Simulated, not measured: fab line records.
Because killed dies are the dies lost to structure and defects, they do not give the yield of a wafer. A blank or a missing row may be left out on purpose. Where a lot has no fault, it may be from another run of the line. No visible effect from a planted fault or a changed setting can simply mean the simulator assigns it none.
Which tool was responsible?    flow sky130    36 wafers from 12 lots sampled at 2 of the route's 708 steps

## WHAT THE GAUGES SHOWED, per wafer
SKY_NWELL_TW_MEAS_26. Usual: NWELL_2_TW 495.4, standard deviation 2.2.
lot   measured      on             NWELL_2_TW         flag
L184  day 5 09:51   film_metro-03  499.6 499.6 497.7  
L189  day 6 18:49   film_metro-03  499.5 497.5 497.4  
L192  day 7 08:32   film_metro-03  509.0 508.8 508.7  OFF
L194  day 7 19:21   film_metro-01  514.7 512.6 514.1  OFF
L198  day 8 18:35   film_metro-04  496.6 495.7 493.8  
L200  day 9 09:32   film_metro-01  496.3 494.0 496.0  
L201  day 10 08:46  film_metro-01  498.0 494.6 494.4  
L203  day 10 16:01  film_metro-03  494.0 495.0 493.4  
L202  day 10 16:44  film_metro-04  500.6 498.3 495.9  
L205  day 10 20:34  film_metro-03  493.4 492.6 493.8  
L206  day 11 03:14  film_metro-03  498.6 492.2 492.9  
L207  day 11 09:29  film_metro-03  496.7 495.8 496.9  

## WHICH TOOL RAN EACH LOT (tool, then ch and the chambers of the sampled wafers, then the start)
lot   SKY_NWELL_IMPLANT_24
L184  implanter-02 ch 0, day 5 09:36
L189  implanter-04 ch 0, day 6 18:36
L192  implanter-03 ch 0, day 7 08:19
L194  implanter-03 ch 0, day 7 19:06
L198  implanter-02 ch 0, day 8 18:21
L200  implanter-02 ch 0, day 9 09:18
L201  implanter-04 ch 0, day 10 08:31
L203  implanter-04 ch 0, day 10 15:46
L202  implanter-03 ch 0, day 10 16:30
L205  implanter-04 ch 0, day 10 20:21
L206  implanter-03 ch 0, day 11 03:00
L207  implanter-04 ch 0, day 11 09:17
- SKY_NWELL_IMPLANT_24

## AS READ BY THE TOOLS THEMSELVES (means over the sampled wafers that have a number; for cases with no such wafer, the mark the record gives instead)
SKY_NWELL_IMPLANT_24. Usual: dose_ions_cm2 9.201e+12, standard deviation 9.1e+09; faraday_current_uA 51.6, standard deviation 1.1.
lot   tool          dose_ions_cm2  faraday_current_uA  flag
L184  implanter-02  9.204e+12      52.6                
L189  implanter-04  9.200e+12      52.3                
L192  implanter-03  1.017e+13      57.5                OFF
L194  implanter-03  1.018e+13      56.9                OFF
L198  implanter-02  9.189e+12      51.6                
L200  implanter-02  9.205e+12      50.7                
L201  implanter-04  9.201e+12      51.9                
L203  implanter-04  9.202e+12      53.2                
L202  implanter-03  9.190e+12      51.4                
L205  implanter-04  9.202e+12      51.3                
L206  implanter-03  9.196e+12      52.0                
L207  implanter-04  9.196e+12      52.1                

## THE ANSWER, worked out from the rows above alone
Rule: a lot counts as off when the mean over its wafers that have a number is more than 3 standard deviations away from the usual mean. Also off: a lot with no number at a reading for which 4 or more lots have one. Any other lot the step has rows for is counted as sound. The gauges are gone through in route order, then the tools' own readings, and for those a lot's mean is taken as printed above. At the first step where some lot is off, the reading lying furthest off is the one used; lots without a number count as furthest.
Off: L192, L194, seen at SKY_NWELL_TW_MEAS_26 (NWELL_2_TW).
If a tool, at a process step before that reading, ran all the lots that are off and no sound lot after the first of them, it fits. Not tried: the gauges at SKY_NWELL_TW_MEAS_26; whatever is off there is also off at SKY_NWELL_IMPLANT_24, on other tools, and gauge error can't account for it. Of those tried, none fits.

## WHAT THE SIMULATOR PUT IN
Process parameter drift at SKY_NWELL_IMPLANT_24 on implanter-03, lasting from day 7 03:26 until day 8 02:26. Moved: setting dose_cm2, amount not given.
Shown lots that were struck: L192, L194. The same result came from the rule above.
